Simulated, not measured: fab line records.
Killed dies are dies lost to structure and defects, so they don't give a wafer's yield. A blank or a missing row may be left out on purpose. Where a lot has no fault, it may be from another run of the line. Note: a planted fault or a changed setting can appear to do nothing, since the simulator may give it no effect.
Which tool is to blame? -- flow sky130 -- Sampling: 15 lots, 45 wafers, 2 of 708 route steps

WHAT EACH GAUGE READ, for each wafer
SKY_VT_ADJUST_NCORE_TW_MEAS_11. Usual: VT_ADJUST_NCORE_TW 216.4, standard deviation 1.1.
lot,measured,on,VT_ADJUST_NCORE_TW,flag
L295,day 9 08:54,film metro-02,216.4 216.1 216.4,
L296,day 9 19:36,film metro-01,214.0 213.2 215.1,
L297,day 9 19:34,film metro-03,217.2 216.8 217.8,
L298,day 10 02:28,film metro-03,216.0 217.0 216.6,
L300,day 10 11:55,film metro-01,215.3 217.1 215.5,
L301,day 10 15:07,film metro-02,216.9 217.6 216.4,
L303,day 11 06:34,film metro-02,215.4 216.5 215.7,
L304,day 11 09:30,film metro-01,154.9 155.1 154.3,OFF
L305,day 11 19:43,film metro-02,156.8 156.0 157.0,OFF
L306,day 12 04:27,film metro-01,156.1 153.8 155.4,OFF
L312,day 13 19:35,film metro-01,217.4 216.9 216.2,
L314,day 14 14:18,film metro-01,214.9 214.9 215.9,
L315,day 14 17:03,film metro-03,215.9 215.8 216.0,
L316,day 15 04:19,film metro-01,219.7 218.9 218.8,
L317,day 15 11:41,film metro-02,216.1 216.7 216.1,

WHAT TOOL EACH LOT RAN ON (gives the tool, then ch and the chambers of the sampled wafers, and finally the start)
lot,SKY_VT_ADJUST_NCORE_IMPLANT_09
L295,"implanter-04 ch 0, day 9 08:39"
L296,"implanter-02 ch 0, day 9 19:21"
L297,"implanter-01 ch 0, day 9 19:21"
L298,"implanter-01 ch 0, day 10 02:14"
L300,"implanter-02 ch 0, day 10 11:41"
L301,"implanter-02 ch 0, day 10 14:54"
L303,"implanter-01 ch 0, day 11 06:20"
L304,"implanter-02 ch 0, day 11 09:15"
L305,"implanter-02 ch 0, day 11 19:30"
L306,"implanter-02 ch 0, day 12 04:12"
L312,"implanter-04 ch 0, day 13 19:22"
L314,"implanter-02 ch 0, day 14 14:03"
L315,"implanter-01 ch 0, day 14 16:48"
L316,"implanter-01 ch 0, day 15 04:05"
L317,"implanter-02 ch 0, day 15 11:29"
- SKY_VT_ADJUST_NCORE_IMPLANT_09

AS READ BY THE TOOLS THEMSELVES (means over the sampled wafers that have a number; for cases with no such wafer, the mark the record gives instead)
SKY_VT_ADJUST_NCORE_IMPLANT_09. Usual: dose ions cm2 2.3994e+12, standard deviation 2.8e+09; faraday current uA 13.55, standard deviation 0.27.
lot,tool,dose ions cm2,faraday current uA,flag
L295,implanter-04,2.4010e+12,13.64,
L296,implanter-02,2.3985e+12,13.45,
L297,implanter-01,2.3969e+12,13.52,
L298,implanter-01,2.4016e+12,13.59,
L300,implanter-02,2.4021e+12,13.40,
L301,implanter-02,2.4007e+12,13.39,
L303,implanter-01,2.4009e+12,13.61,
L304,implanter-02,7.2297e+11,4.06,OFF
L305,implanter-02,7.2067e+11,4.03,OFF
L306,implanter-02,7.1920e+11,4.10,OFF
L312,implanter-04,2.3992e+12,13.50,
L314,implanter-02,2.3963e+12,13.61,
L315,implanter-01,2.4024e+12,13.24,
L316,implanter-01,2.3996e+12,13.72,
L317,implanter-02,2.3995e+12,13.54,

THE ANSWER, worked out from the rows above alone
Rule: a lot counts as off when the mean over its wafers that have a number is more than 3 standard deviations away from the usual mean. Also off: a lot with no number at a reading for which 4 or more lots have one. All remaining lots with rows at the step are treated as sound. First the gauges in route order, then the tools' own readings, where a lot's mean is used as printed above. The first step at which some lot is off is used, and at that step the reading that is off furthest; a lot without a number counts as furthest.
Off: at SKY_VT_ADJUST_NCORE_TW_MEAS_11 (VT_ADJUST_NCORE_TW), L304, L305, L306.
If a tool, at a process step before that reading, ran all the lots that are off and no sound lot after the first of them, it fits. Not tried: the gauges at SKY_VT_ADJUST_NCORE_TW_MEAS_11; whatever is off there is also off at SKY_VT_ADJUST_NCORE_IMPLANT_09, on other tools, and gauge error can't account for it. Not one of the candidates tried fits.

WHAT THE SIMULATOR HAD PUT IN
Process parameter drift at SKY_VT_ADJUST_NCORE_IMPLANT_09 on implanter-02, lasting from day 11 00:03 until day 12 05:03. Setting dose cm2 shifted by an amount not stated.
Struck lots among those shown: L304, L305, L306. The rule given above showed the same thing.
